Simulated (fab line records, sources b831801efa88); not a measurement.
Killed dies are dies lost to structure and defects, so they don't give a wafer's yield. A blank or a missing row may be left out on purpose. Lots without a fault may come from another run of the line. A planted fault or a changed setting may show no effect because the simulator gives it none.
Which tool did it? | flow gf180mcu | 15 lots, 45 wafers sampled, at 4 steps of a route of 602

WHAT THE GAUGES READ, wafer by wafer
GF_DNWELL_TW_MEAS_09. Usual: DNWELL_TW 1357, standard deviation 11.
lot  | measured    | on            | DNWELL_TW      | flag
L338 | day 2 20:06 | film_metro-02 | 1356 1359 1354 |
L339 | day 2 23:22 | film_metro-02 | 1354 1354 1352 |
L341 | day 3 11:02 | film_metro-02 | 1358 1355 1363 |
L342 | day 3 15:20 | film_metro-02 | 1360 1363 1360 |
L343 | day 3 21:15 | film_metro-02 | 1365 1363 1368 |
L345 | day 4 14:41 | film_metro-02 | 1347 1352 1351 |
L346 | day 4 16:23 | film_metro-01 | 1333 1341 1336 |
L347 | day 4 19:26 | film_metro-02 | 1353 1357 1361 |
L348 | day 5 01:24 | film_metro-01 | 1336 1331 1330 |
L356 | day 6 17:31 | film_metro-02 | 1359 1366 1366 |
L357 | day 7 00:44 | film_metro-01 | 1355 1347 1346 |
L358 | day 7 04:50 | film_metro-02 | 1356 1352 1360 |
L359 | day 7 10:20 | film_metro-02 | 1356 1357 1355 |
L360 | day 7 15:23 | film_metro-02 | 1372 1372 1368 |
L361 | day 7 22:05 | film_metro-03 | 1367 1364 1366 |

GF_LVPWELL_OVL_MEAS_07. Usual: LVPWELL_OVL 0.4 nm, standard deviation 1.5.
lot  | measured    | on         | LVPWELL_OVL (nm) | flag
L338 | day 3 22:15 | overlay-02 | 1.3 0.6 1.2      |
L339 | day 4 00:25 | overlay-02 | -0.8 1.8 1.2     |
L341 | day 4 13:31 | overlay-02 | 0.5 0.6 -0.1     |
L342 | day 4 17:50 | overlay-01 | 0.5 0.3 0.7      |
L343 | day 5 00:30 | overlay-02 | 1.8 1.0 -0.4     |
L345 | day 5 19:47 | overlay-02 | -1.5 0.6 1.0     |
L346 | day 5 21:20 | overlay-02 | 0.3 -0.9 0.9     |
L347 | day 6 00:13 | overlay-01 | -0.7 0.3 -1.6    |
L348 | day 6 05:37 | overlay-02 | 0.6 0.6 2.4      |
L356 | day 8 01:32 | overlay-02 | 1.3 0.3 -0.2     |
L357 | day 8 09:10 | overlay-02 | 2.7 1.1 1.7      |
L358 | day 8 18:32 | overlay-01 | 1.6 -0.6 -1.3    |
L359 | day 8 19:28 | overlay-02 | 0.4 0.9 -0.5     |
L360 | day 9 00:23 | overlay-01 | 1.1 -0.4 1.0     |
L361 | day 9 07:09 | overlay-01 | -0.7 0.7 -0.1    |

GF_POLY_GATE_CD_MEAS_10: target cd 280 nm. Usual: cd_nm 280.2 nm, standard deviation 1.1.
lot  | measured     | on        | cd_nm (nm)        | flag
L338 | day 9 04:53  | cd_sem-02 | 279.3 278.4 279.1 |
L339 | day 9 12:11  | cd_sem-01 | 279.0 279.8 280.3 |
L341 | day 10 03:25 | cd_sem-02 | 279.6 278.8 279.3 |
L342 | day 10 09:51 | cd_sem-01 | 281.2 280.8 281.1 |
L343 | day 10 15:23 | cd_sem-02 | 279.3 279.3 279.5 |
L345 | day 11 16:38 | cd_sem-02 | 281.2 280.9 280.6 |
L356 | day 14 11:56 | cd_sem-01 | 280.8 278.5 280.4 |
L357 | day 15 00:43 | cd_sem-01 | 282.7 282.7 282.3 |
L358 | day 15 11:23 | cd_sem-01 | 280.1 280.3 279.8 |
L359 | day 15 13:55 | cd_sem-02 | 280.7 279.6 280.1 |
L360 | day 15 18:18 | cd_sem-01 | 279.0 278.7 278.8 |
L361 | day 16 04:05 | cd_sem-02 | 280.5 280.4 280.4 |

WHICH TOOL RAN EACH LOT (tool, then ch and the chambers of the sampled wafers, then the start)
lot  | GF_DUAL_GATE_EXPOSE_08
L338 | iline_stepper-01 ch 0, day 8 00:25
L339 | iline_stepper-02 ch 0, day 8 04:30
L341 | iline_stepper-01 ch 0, day 8 22:33
L342 | iline_stepper-01 ch 0, day 9 03:38
L343 | iline_stepper-02 ch 0, day 9 09:05
L345 | iline_stepper-01 ch 0, day 10 09:50
L346 | iline_stepper-01, day 10 11:11
L347 | iline_stepper-02, day 10 15:31
L348 | iline_stepper-02, day 10 23:13
L356 | iline_stepper-02 ch 0, day 13 01:40
L357 | iline_stepper-01 ch 0, day 13 13:09
L358 | iline_stepper-01 ch 0, day 13 22:44
L359 | iline_stepper-02 ch 0, day 14 01:53
L360 | iline_stepper-02 ch 0, day 14 07:03
L361 | iline_stepper-01 ch 0, day 14 16:06
- GF_DUAL_GATE_EXPOSE_08: exposes mask Dualgate, target cd 700 nm.

WHAT THE TOOLS THEMSELVES READ (means of the sampled wafers that have a number; where no wafer has one, the mark that the record gives instead)
GF_DUAL_GATE_EXPOSE_08. Usual: exposure_dose_mJ_cm2 140.02, standard deviation 0.14; focus_offset_nm 0.0 nm, standard deviation 0.51.
lot  | tool             | exposure_dose_mJ_cm2 | focus_offset_nm (nm) | flag
L338 | iline_stepper-01 | 140.06               | -0.3                 |
L339 | iline_stepper-02 | 140.09               | 0.1                  |
L341 | iline_stepper-01 | 140.06               | -0.3                 |
L342 | iline_stepper-01 | 139.96               | -0.5                 |
L343 | iline_stepper-02 | 140.00               | 0.2                  |
L345 | iline_stepper-01 | 140.07               | 0.6                  |
L346 | iline_stepper-01 | -                    | -                    | OFF
L347 | iline_stepper-02 | -                    | -                    | OFF
L348 | iline_stepper-02 | -                    | -                    | OFF
L356 | iline_stepper-02 | 140.06               | 0.3                  |
L357 | iline_stepper-01 | 140.00               | -0.1                 |
L358 | iline_stepper-01 | 139.99               | -0.0                 |
L359 | iline_stepper-02 | 140.14               | 0.1                  |
L360 | iline_stepper-02 | 140.08               | 0.3                  |
L361 | iline_stepper-01 | 139.93               | -0.1                 |

THE ANSWER, worked out from the rows above alone
Rule: a lot is off if the mean of its wafers that have a number lies more than 3 standard deviations from the usual mean. A lot without any number at a reading at which 4 lots or more have one is off too. The other lots that the step has rows for count as sound. The gauges are gone through in route order, then the tools' own readings, and for those a lot's mean is taken as printed above. The first step at which some lot is off is used, and at that step the reading that is off furthest; a lot without a number counts as furthest.
Off: L346, L347, L348, at GF_DUAL_GATE_EXPOSE_08 (exposure_dose_mJ_cm2). Without a number there: L346, L347, L348.
A tool fits if, at that step or a process step before it, it ran every lot that is off, and no sound lot after the first of them. None of those tried fits.

WHAT THE SIMULATOR HAD PUT IN
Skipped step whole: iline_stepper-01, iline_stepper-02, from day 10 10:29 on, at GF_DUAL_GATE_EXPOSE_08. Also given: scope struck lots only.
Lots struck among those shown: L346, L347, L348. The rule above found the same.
